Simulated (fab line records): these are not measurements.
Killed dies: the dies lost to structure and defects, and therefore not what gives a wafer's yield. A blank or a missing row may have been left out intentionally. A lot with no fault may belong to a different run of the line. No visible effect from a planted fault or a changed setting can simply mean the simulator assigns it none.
Matching of chambers -- flow gf180mcu -- GF_V5_CMP_26 on cmp-01 has 4 sister chambers
The step polishes, stops on SiO2, t overpolish 15 s, target thk 0 nm. 8 wafers are shown with their chamber, then 7 later ones without.

WAFERS, EACH WITH ITS CHAMBER
wafer,chamber,motor_current_A (A),retaining_ring_pressure_frac
L169.4,1,11.2,0.995
L170.4,3,10.6,0.997
L180.2,3,9.8,0.993
L180.6,2,10.4,1.004
L181.2,2,10.6,0.990
L181.6,0,11.3,1.000
L182.3,1,11.5,0.995
L182.5,0,10.7,0.998

WAFERS WHOSE CHAMBER IS MISSING
wafer,motor_current_A (A),retaining_ring_pressure_frac
L182.6,9.5,0.997
L184.1,9.5,1.003
L184.5,10.2,1.001
L184.6,10.3,1.006
L186.2,10.3,0.997
L186.4,11.1,1.001
L186.5,11.2,1.002

EACH ONE'S CHAMBER
wafer,from the rows above,in truth
L182.6,can't be placed: 3 or 2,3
L184.1,can't be placed: 3 or 2 or 0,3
L184.5,can't be placed: 2 or 3 or 0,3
L184.6,can't be placed: 2 or 3 or 0 or 1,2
L186.2,can't be placed: 3 or 2 or 0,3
L186.4,can't be placed: 0 or 1 or 2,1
L186.5,can't be placed: 0 or 1 or 2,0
Correctly placed: 0 of 7. Unplaceable from these rows: 7, with the true chamber sitting among the candidates in 7. Number placed wrongly: 0.
How it was worked out, from the rows above alone: a wafer's distance from a chamber is the root of the sum, over the readings, of the square of ((its reading less the chamber's mean) divided by the reading's scatter). If the next closest chamber is less than 2 further off than the closest, the wafer can't be placed; otherwise it belongs to the closest. Each chamber's mean is taken over the wafers shown for it. The scatter: the root of (the sum of the squares of (reading less its chamber's mean) over the shown wafers, divided by (wafers less chambers)).
